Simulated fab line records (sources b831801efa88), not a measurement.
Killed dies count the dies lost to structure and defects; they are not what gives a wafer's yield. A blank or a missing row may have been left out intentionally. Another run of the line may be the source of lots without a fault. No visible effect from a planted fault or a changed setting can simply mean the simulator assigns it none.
Which of the tools did it? + flow sky130 + Sampling: 6 lots, 18 wafers, 2 of 708 route steps

== WHAT THE GAUGES SHOWED, per wafer ==
SKY_LDD_HVP_TW_MEAS_10.
| lot  | measured     | on            | LDD_HVP_TW  |
|------|--------------|---------------|-------------|
| L815 | day 22 19:22 | film metro-02 | 453 452 452 |
| L816 | day 22 21:11 | film metro-01 | 459 459 458 |
| L822 | day 25 01:40 | film metro-02 | 453 454 452 |
| L829 | day 26 21:13 | film metro-02 | 404 401 404 |
| L832 | day 27 23:18 | film metro-02 | 405 408 405 |
| L835 | day 29 06:55 | film metro-01 | 457 460 456 |

== TOOL THAT RAN EACH LOT (tool first, then ch and the chambers of the sampled wafers, then the start) ==
| lot  | SKY_LDD_HVP_IMPLANT_08          |
|------|---------------------------------|
| L815 | implanter-02 ch 0, day 22 19:07 |
| L816 | implanter-01 ch 0, day 22 20:59 |
| L822 | implanter-02 ch 0, day 25 01:25 |
| L829 | implanter-02 ch 0, day 26 20:59 |
| L832 | implanter-02 ch 0, day 27 23:03 |
| L835 | implanter-04 ch 0, day 29 06:40 |
- SKY_LDD_HVP_IMPLANT_08

== THE ANSWER, worked out from the rows above alone ==
Rule: usual is defined by the lots themselves. The widest of any qualifying gaps counts: lots, ordered by their means at a reading, are off when they make up no more than a third of the lots, leave a main group of 4 or more, and stand apart from it by 3 or more times the standard deviation of that group's means. A main group whose means are all the same, to the digits that the tables above print for the reading, isn't used. Also off: a lot with no number at a reading for which 4 or more lots have one. All remaining lots with rows at the step are treated as sound.
Off: L829, L832, at SKY_LDD_HVP_TW_MEAS_10 (LDD_HVP_TW). The main group: mean 455, standard deviation 2.8.
A tool fits if, at a process step before that reading, it ran every lot that is off, and no sound lot after the first of them. Those tools and the gauges at SKY_LDD_HVP_TW_MEAS_10 are tried in the same way. Can't be told from this: 2 tools fit, implanter-02 at SKY_LDD_HVP_IMPLANT_08, film metro-02 at SKY_LDD_HVP_TW_MEAS_10.

== WHAT WAS PUT IN BY THE SIMULATOR ==
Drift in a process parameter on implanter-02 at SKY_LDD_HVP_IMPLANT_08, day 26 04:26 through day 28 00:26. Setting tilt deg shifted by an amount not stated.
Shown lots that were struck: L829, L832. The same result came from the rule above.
